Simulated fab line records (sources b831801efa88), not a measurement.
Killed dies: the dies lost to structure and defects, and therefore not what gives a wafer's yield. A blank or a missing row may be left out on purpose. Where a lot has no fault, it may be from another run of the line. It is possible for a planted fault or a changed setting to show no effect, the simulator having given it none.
Struck lot and sound lot, side by side | flow gf180mcu | 45 out of 602 route steps
Sound: the wafers L846.2, L846.5, L846.6. The struck wafers were L857.3, L857.5, L857.6. The cause comes at the end.
Order at every step that has rows: each side's tool, ch and its chambers, its first start. Under that, the readings that differ: sound wafers | struck wafers | difference of the means | sigmas: that difference in standard deviations of wafers without a fault.
alike: readings with means less than 2 such deviations apart, plus words and numbers identical on both sides. not compared: withheld readings, readings lacking a value on some wafer, bounds such as >300 that could conceal the same value, and numbers that have no deviation in the record and whose values overlap.
A row with sigmas, a row that says differs or no value, or rows on one side alone: a step with any of these is where the two part. When numbers do not overlap yet have no deviation, they are printed without sigmas and do not part them. Lack of a reading on every wafer of one side parts them only where that side has two or more wafers.

first, 5 steps without rows for these wafers: GF_MVPSD_COAT_02 (resist thk 3000 nm); GF_MVPSD_SOFTBAKE_03; GF_MVPSD_EXPOSE_04 (exposes mask MVPSD, target cd 1000 nm); GF_MVPSD_PEB_05; GF_MVPSD_DEVELOP_06 (develop time 60 s).
GF_MVPSD_OVL_MEAS_07:
  sound on overlay-01 at day 5 19:02; struck on overlay-02 at day 8 14:11
  alike: MVPSD_OVL
then, 2 steps without rows for these wafers: GF_MVPSD_IMPLANT_08; GF_MVPSD_IMPLANT_09.
GF_MVPSD_STRIP_10: strips in O2/N2.
  sound on plasmaAsher-04 ch 0,1, day 5 19:22; struck on plasmaAsher-04 ch 0,1, day 8 14:33
  alike: chamberPressureMTorr, drypumpMotorCurrentA, heaterPowerW, oesProductAu, stripTimeToEndpointS
  not compared: rfHoursCounterH
GF_MVPSD_TW_MEAS_11:
  sound on filmMetro-02 at day 5 19:28; struck on filmMetro-03 at day 8 14:38
reading  | sound       | struck      | difference | sigmas
MVPSD_TW | 567 564 567 | 550 551 551 | -15        | -3
then, 2 steps without rows for these wafers: GF_VT_IMPLANT_DEHYDRATE_00 (time 60 s); GF_VT_IMPLANT_HMDS_01 (prime time 60 s).
GF_VT_IMPLANT_COAT_02: resist thk 1000 nm.
  struck on lithoTrack-02, day 8 22:21; sound on lithoTrack-01 ch 0, day 6 02:32
  no value came back on the struck wafers for chillPlateTempC (C), dispensePressureKPa (kPa); on the sound wafers chillPlateTempC (C) reads 22.77 22.96 22.72
then, 4 steps without rows for these wafers: GF_VT_IMPLANT_SOFTBAKE_03 (time 60 s); GF_VT_IMPLANT_EXPOSE_04 (exposes mask LVPWELL LV AREA, target cd 600 nm); GF_VT_IMPLANT_PEB_05; GF_VT_IMPLANT_DEVELOP_06 (develop time 60 s).
GF_VT_IMPLANT_OVL_MEAS_07:
  sound on overlay-01 at day 6 10:08; struck on overlay-02 at day 9 07:35
reading             | sound       | struck | difference                    | sigmas
VT_IMPLANT_OVL (nm) | 1.5 4.2 1.9 | - - -  | no value on the struck wafers | 
following that, these wafers have no rows for 1 step: GF_VT_IMPLANT_IMPLANT_08.
GF_VT_IMPLANT_STRIP_09: strips in O2/N2.
  sound on plasmaAsher-01 ch 0,1, day 6 10:19; struck on plasmaAsher-01 ch 0,1, day 9 07:47
  no value came back on the struck wafers for oesProductAu (a.u.), stripTimeToEndpointS (s); on the sound wafers oesProductAu (a.u.) reads 0.722 0.712 0.719
  alike: chamberPressureMTorr, drypumpMotorCurrentA, heaterPowerW
  not compared: rfHoursCounterH
GF_VT_IMPLANT_TW_MEAS_10:
  sound on filmMetro-01 at day 6 10:25; struck on filmMetro-02 at day 9 07:52
reading       | sound       | struck      | difference | sigmas
VT_IMPLANT_TW | 563 562 564 | 576 573 576 | +12        | +2
then, 7 steps without rows for these wafers: GF_VT_IMPLANT_DEHYDRATE_11 (time 60 s); GF_VT_IMPLANT_HMDS_12 (prime time 60 s); GF_VT_IMPLANT_COAT_13 (resist thk 1000 nm); GF_VT_IMPLANT_SOFTBAKE_14 (time 60 s); GF_VT_IMPLANT_EXPOSE_15 (exposes mask Nwell LV AREA, target cd 860 nm); GF_VT_IMPLANT_PEB_16; GF_VT_IMPLANT_DEVELOP_17 (develop time 60 s).
GF_VT_IMPLANT_OVL_MEAS_18:
  sound on overlay-02 at day 7 01:01; struck on overlay-01 at day 10 01:17
reading                | sound          | struck       | difference | sigmas
VT_IMPLANT_01_OVL (nm) | -3.3 -2.9 -1.7 | 1.0 0.0 -0.5 | +2.8       | +2
following that, these wafers have no rows for 1 step: GF_VT_IMPLANT_IMPLANT_19.
GF_VT_IMPLANT_STRIP_20: strips in O2/N2.
  sound on plasmaAsher-03 ch 0,1, day 7 01:11; struck on plasmaAsher-03 ch 0,1, day 10 01:30
  alike: chamberPressureMTorr, drypumpMotorCurrentA, heaterPowerW, oesProductAu, stripTimeToEndpointS
  not compared: rfHoursCounterH
GF_VT_IMPLANT_TW_MEAS_21:
  sound on filmMetro-02 at day 7 01:18; struck on filmMetro-03 at day 10 01:35
  alike: VT_IMPLANT_2_TW
then, 7 steps without rows for these wafers: GF_VT_IMPLANT_DEHYDRATE_22 (time 60 s); GF_VT_IMPLANT_HMDS_23 (prime time 60 s); GF_VT_IMPLANT_COAT_24 (resist thk 1000 nm); GF_VT_IMPLANT_SOFTBAKE_25 (time 60 s); GF_VT_IMPLANT_EXPOSE_26 (exposes mask LVPWELL HV AREA, target cd 860 nm); GF_VT_IMPLANT_PEB_27; GF_VT_IMPLANT_DEVELOP_28 (develop time 60 s).
GF_VT_IMPLANT_OVL_MEAS_29:
  sound on overlay-02 at day 7 16:58; struck on overlay-02 at day 10 18:52
  alike: VT_IMPLANT_02_OVL
following that, these wafers have no rows for 1 step: GF_VT_IMPLANT_IMPLANT_30.
GF_VT_IMPLANT_STRIP_31: strips in O2/N2.
  sound on plasmaAsher-01 ch 0,1, day 7 17:09; struck on plasmaAsher-01 ch 0,1, day 10 19:04
  alike: chamberPressureMTorr, drypumpMotorCurrentA, heaterPowerW, oesProductAu, stripTimeToEndpointS
  not compared: rfHoursCounterH
GF_VT_IMPLANT_TW_MEAS_32:
  sound on filmMetro-01 at day 7 17:16; struck on filmMetro-03 at day 10 19:10
reading         | sound       | struck      | difference | sigmas
VT_IMPLANT_3_TW | 269 271 272 | 577 577 579 | +307       | +96
GF_VT_IMPLANT_TW_MEAS_43:
  sound on filmMetro-01 at day 8 09:16; struck on filmMetro-03 at day 11 13:31
reading         | sound       | struck      | difference | sigmas
VT_IMPLANT_4_TW | 686 686 688 | 779 782 778 | +93        | +11
-- the record jumps here: 22 days lie between the struck wafers' starts before and after (it left off in module VT_IMPLANT and takes up again in module PASSIVATION, whose first step shown is number 602 of the route) --
GF_PASSIVATION_PROBE_99:
  the record has rows for the struck wafers here (prober-01, day 33 01:38) and none for the sound ones

## WHERE THEY PART
Last at GF_PASSIVATION_PROBE_99 as far as this record goes, first at GF_MVPSD_TW_MEAS_11.

WHY: the cause the simulator had injected
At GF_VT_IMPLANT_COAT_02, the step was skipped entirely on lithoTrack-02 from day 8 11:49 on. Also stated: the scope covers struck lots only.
